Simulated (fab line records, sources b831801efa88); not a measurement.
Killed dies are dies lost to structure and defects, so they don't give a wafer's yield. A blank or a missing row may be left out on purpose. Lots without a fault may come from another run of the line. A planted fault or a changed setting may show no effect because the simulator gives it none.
Split-lot experiment | flow gf180mcu | 5 lots, 23 wafers read, on a route of 602 steps

THE SPLIT
At GF_V2_SPUTTER_22 (material TiN, target thk 10 nm, time 40 s), the setting time_s was moved away from the recipe's 40 s on 8 of the 23 wafers read, by -11.6% to +11.6%. The other wafers ran this setting at the recipe's value.

The reading is taken at the split's own step.

THE READING
TiN_of_V2_SPUTTER_22.thk_nm (the simulator's own value, which no gauge read), in nm, at GF_V2_SPUTTER_22 (material TiN, target thk 10 nm, time 40 s). The file gives no usual value for it. The 15 wafers here that ran the recipe average 10.096 nm, standard deviation 0.14 nm.

wafer  | tool, chamber at the split | time_s as run, s | against the recipe | TiN_of_V2_SPUTTER_22.thk_nm, nm | against lot-mates on the recipe
L074.1 | pvd_sputter-03, -          | 40               | recipe             | 10.1                            | -
L074.2 | pvd_sputter-03, -          | 35.34            | -11.6%             | 8.756                           | -1.309
L074.3 | pvd_sputter-03, -          | 35.34            | -11.6%             | 9.03                            | -1.035
L074.5 | pvd_sputter-03, -          | 35.34            | -11.6%             | 8.87                            | -1.195
L074.6 | pvd_sputter-03, -          | 40               | recipe             | 10.03                           | -
L077.2 | pvd_sputter-02, -          | 38.39            | -4.0%              | 9.328                           | -0.528
L077.3 | pvd_sputter-02, -          | 38.39            | -4.0%              | 9.443                           | -0.413
L077.4 | pvd_sputter-02, -          | 38.39            | -4.0%              | 9.452                           | -0.404
L077.5 | pvd_sputter-02, -          | 40               | recipe             | 9.908                           | -
L077.6 | pvd_sputter-02, -          | 40               | recipe             | 9.804                           | -
L079.1 | pvd_sputter-03, -          | 40               | recipe             | 10.23                           | -
L079.2 | pvd_sputter-03, -          | 40               | recipe             | 10.18                           | -
L079.3 | pvd_sputter-03, -          | 40               | recipe             | 10.21                           | -
L079.4 | pvd_sputter-03, -          | 40               | recipe             | 10.27                           | -
L079.5 | pvd_sputter-03, -          | 40               | recipe             | 10.34                           | -
L080.1 | pvd_sputter-02, -          | 40               | recipe             | 10.04                           | -
L080.2 | pvd_sputter-02, -          | 44.66            | +11.6%             | 11.16                           | +1.163
L080.3 | pvd_sputter-02, -          | 44.66            | +11.6%             | 11.23                           | +1.233
L080.4 | pvd_sputter-02, -          | 40               | recipe             | 10.03                           | -
L080.6 | pvd_sputter-02, -          | 40               | recipe             | 9.921                           | -
L082.1 | pvd_sputter-02, -          | 40               | recipe             | 10.1                            | -
L082.3 | pvd_sputter-02, -          | 40               | recipe             | 10.16                           | -
L082.5 | pvd_sputter-02, -          | 40               | recipe             | 10.11                           | -

THE FIT
A straight line over all 23 wafers: TiN_of_V2_SPUTTER_22.thk_nm changes by +0.103 nm for each +1% of time_s; r = +0.97; the points scatter about the line by 0.16 nm.
The same after taking each lot's own level away (the mean of its wafers on the recipe; 23 wafers): +0.102 nm for each +1%; r = +0.99; scatter 0.065 nm.
On that fit, the largest move of time_s shifts the reading by 1.2 nm.
The lots' own levels span 9.8560 to 10.2460 nm, that is 2.8 times the standard deviation above.
So the lot-to-lot level changes the slope little: the two slopes agree.
Check: with one of the wafers moved furthest among these (-11.6%) left out of the fit, the line predicts -1.17 nm for it against its lot-mates. It came out at -1.31 nm against them.

OTHER SPLITS ON THESE WAFERS
These wafers also went through other splits before the reading. Each is held against what the fit with the lots' levels taken away leaves over:
other split on the same wafers       | wafers away from the commonest value | r with TiN_of_V2_SPUTTER_22.thk_nm (lot level and that fit taken away)
GF_CONTACT_CVD_00 sih4_flow_sccm     | 12                                   | +0.02
GF_CONTACT_CMP_04 leave_above_ref_nm | 5                                    | -0.05
GF_CONTACT_ETCH_16 ion_energy_ev     | 8                                    | -0.12
GF_V1_CMP_26 t_overpolish_s          | 5                                    | +0.23
GF_M2_EXPOSE_11 dose_mj              | 11                                   | +0.43
GF_V2_COAT_09 resist_thk_nm          | 8                                    | -0.17
GF_V2_PEB_12 peb_temp_c              | 9                                    | +0.06

THE FILE'S OWN FIT
TiN_of_V2_SPUTTER_22.thk_nm changes by +0.103 nm for each +1% of time_s, r = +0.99.
